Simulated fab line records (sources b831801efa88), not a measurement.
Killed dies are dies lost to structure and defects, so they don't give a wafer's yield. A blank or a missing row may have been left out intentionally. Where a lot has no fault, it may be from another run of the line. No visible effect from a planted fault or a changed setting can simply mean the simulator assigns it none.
One fault through the eyes of 2 desks -- flow gf180mcu -- only its own numbers are on each desk; what lay behind them is given at the end

## AT THE METROLOGY DESK
Means of the sampled wafers that have a number, per lot and without regard to the tool the lot ran on: this is what the gauges read. The brackets show how far a lot's mean lies from the usual mean; more than 4 standard deviations puts the lot out of limits, marked OUT.
Columns: A = STI_OXIDATION_THK at GF_STI_THK_MEAS_02, usual 9.94 nm; B = LVPWELL_TW at GF_LVPWELL_TW_MEAS_11, usual 556; C = LVPWELL_RS at GF_VT_IMPLANT_RS_MEAS_48, usual 1196.4 ohm/sq
lot,first seen here,A,B,C
L197,day 1 11:31,9.89,570,1197.1
L198,day 1 16:32,10.15,545,1197.0
L199,day 1 23:33,9.77,556,1195.3
L200,day 2 07:43,9.98,546,1195.1
L201,day 2 07:43,9.90,544,1194.6
L202,day 2 16:00,9.86,569,1197.6
L209,day 4 00:10,9.74,551,1204.4
L210,day 4 05:07,9.87,570,1205.2
L211,day 4 10:10,10.04,570,1195.4
L215,day 5 10:32,9.94,547,1196.0
L216,day 5 10:32,9.78,549,1192.9
L218,day 5 21:26,9.93,568,1199.4
L219,day 6 05:41,10.01,569,1197.6
This desk found nothing out of limits on any of the 13 lots.

## DESK OF THE TOOL OWNER: implanter-02
For each lot that ran on this tool, the mean over its sampled wafers that have a number, from the tool's own readings at GF_LVPWELL_IMPLANT_09. The brackets show how far a lot's mean lies from the usual mean; more than 4 standard deviations puts the lot out of limits, marked OUT.
Columns: A = beamOnS at GF_LVPWELL_IMPLANT_09, usual 10.02 s; B = endStationPressureTorr at GF_LVPWELL_IMPLANT_09, usual 4.99e-06 Torr
lot,first seen here,A,B
L209,day 6 13:54,10.00,4.76e-06
L210,day 7 01:20,9.96,4.68e-06
This desk found nothing out of limits on any of the 2 lots.

## BROUGHT TOGETHER
Metrology desk: nothing out of limits seen.
The desk of the tool owner found nothing out of limits.

## WHAT HAD BEEN PUT IN BY THE SIMULATOR
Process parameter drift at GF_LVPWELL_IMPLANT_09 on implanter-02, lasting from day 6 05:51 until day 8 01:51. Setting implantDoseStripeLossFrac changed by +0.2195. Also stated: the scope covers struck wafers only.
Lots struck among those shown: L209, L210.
